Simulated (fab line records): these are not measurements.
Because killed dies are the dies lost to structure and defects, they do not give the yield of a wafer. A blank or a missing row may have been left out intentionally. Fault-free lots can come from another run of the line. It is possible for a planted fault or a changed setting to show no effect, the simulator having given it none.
Check for tools in common | flow gf180mcu | 36 wafers sampled across 12 lots

WHAT PROMPTED THE OPENING
Of 12 lots, 2 have the reading PSD_TW flagged at GF_PSD_TW_MEAS_11. Wafers without a fault read 3164, standard deviation 32.
Rule: a lot gets a flag if all its wafers with a number sit over 4 standard deviations from that mean, or if no wafer of it has a number. The rest of the lots are taken to be sound.

lot  | measured     | on            | PSD_TW, wafer by wafer | flag
L322 | day 14 12:41 | film metro-01 | 3146 3142 3156         |
L323 | day 15 00:43 | film metro-02 | 3135 3138 3138         |
L324 | day 15 01:45 | film metro-02 | 3128 3122 3141         |
L328 | day 16 15:16 | film metro-04 | 3210 3222 3195         |
L329 | day 16 23:09 | film metro-04 | 3201 3198 3219         |
L330 | day 17 10:31 | film metro-01 | 3148 3178 3164         |
L331 | day 17 18:04 | film metro-01 | 3154 3144 3146         |
L332 | day 18 01:25 | film metro-01 | 3174 3193 3162         |
L333 | day 18 14:22 | film metro-01 | 3166 3161 3152         |
L336 | day 19 19:59 | film metro-02 | 3549 3551 3534         | FLAGGED
L343 | day 21 23:11 | film metro-04 | 3624 3611 3612         | FLAGGED
L344 | day 22 07:15 | film metro-02 | 3146 3146 3131         |
Average over the flagged lots: 3580; offset from the usual +416, equal to +13 standard deviations.

LOT BY LOT: THE TOOL USED
Before the reading, the record contains 2 process steps out of a 602-step route. Cell contents, in order: the tool; ch with the chambers the sampled wafers went through; the start.
lot  | flag    | GF_PSD_IMPLANT_09               | GF_PSD_STRIP_10
L322 |         | implanter-01 ch 0, day 14 12:28 | plasma asher-01 ch 0,1, day 14 12:36
L323 |         | implanter-02 ch 0, day 15 00:28 | plasma asher-04 ch 0, day 15 00:36
L324 |         | implanter-02 ch 0, day 15 01:30 | plasma asher-03 ch 0,1, day 15 01:39
L328 |         | implanter-04 ch 0, day 16 15:01 | plasma asher-01 ch 0,1, day 16 15:10
L329 |         | implanter-02 ch 0, day 16 22:54 | plasma asher-03 ch 0,1, day 16 23:03
L330 |         | implanter-04 ch 0, day 17 10:16 | plasma asher-04 ch 0,1, day 17 10:24
L331 |         | implanter-02 ch 0, day 17 17:49 | plasma asher-01 ch 0,1, day 17 17:58
L332 |         | implanter-04 ch 0, day 18 01:10 | plasma asher-04 ch 0,1, day 18 01:19
L333 |         | implanter-01 ch 0, day 18 14:07 | plasma asher-01 ch 0,1, day 18 14:15
L336 | FLAGGED | implanter-04 ch 0, day 19 19:23 | plasma asher-04 ch 0,1, day 19 19:53
L343 | FLAGGED | implanter-04 ch 0, day 21 22:38 | plasma asher-01 ch 0,1, day 21 23:05
L344 |         | implanter-04 ch 0, day 22 07:00 | plasma asher-01 ch 0,1, day 22 07:09
These steps, and what they do:
- GF_PSD_IMPLANT_09
- GF_PSD_STRIP_10: strips in O2/N2.
- GF_PSD_TW_MEAS_11

FLAGGED OVER TOTAL, TOOL BY TOOL (the gauges that took the reading come last)
step              | tool            | lots run | flagged | share of the flagged lots | sound lots run after its first flagged lot
GF_PSD_IMPLANT_09 | implanter-01    | 2        | 0       | none                      | -
GF_PSD_IMPLANT_09 | implanter-02    | 4        | 0       | none                      | -
GF_PSD_IMPLANT_09 | implanter-04    | 6        | 2       | all                       | 1 (L344)
GF_PSD_STRIP_10   | plasma asher-01 | 6        | 1       | some                      | 1 (L344)
GF_PSD_STRIP_10   | plasma asher-03 | 2        | 0       | none                      | -
GF_PSD_STRIP_10   | plasma asher-04 | 4        | 1       | some                      | 0
GF_PSD_TW_MEAS_11 | film metro-01   | 5        | 0       | none                      | -
GF_PSD_TW_MEAS_11 | film metro-02   | 4        | 1       | some                      | 1 (L344)
GF_PSD_TW_MEAS_11 | film metro-04   | 3        | 1       | some                      | 0

WHAT THE TABLE ALLOWS
All flagged lots share 1 row of the table, namely implanter-04 at GF_PSD_IMPLANT_09.
- implanter-04 at GF_PSD_IMPLANT_09: 2 of its 6 lots flagged. After the first flagged lot (L344), sound lots still ran on it; a lasting fault on the whole tool would not permit that.
None of the table's rows ran every flagged lot and, after the first, no sound lot.

WHAT THE SIMULATOR HAD PUT IN
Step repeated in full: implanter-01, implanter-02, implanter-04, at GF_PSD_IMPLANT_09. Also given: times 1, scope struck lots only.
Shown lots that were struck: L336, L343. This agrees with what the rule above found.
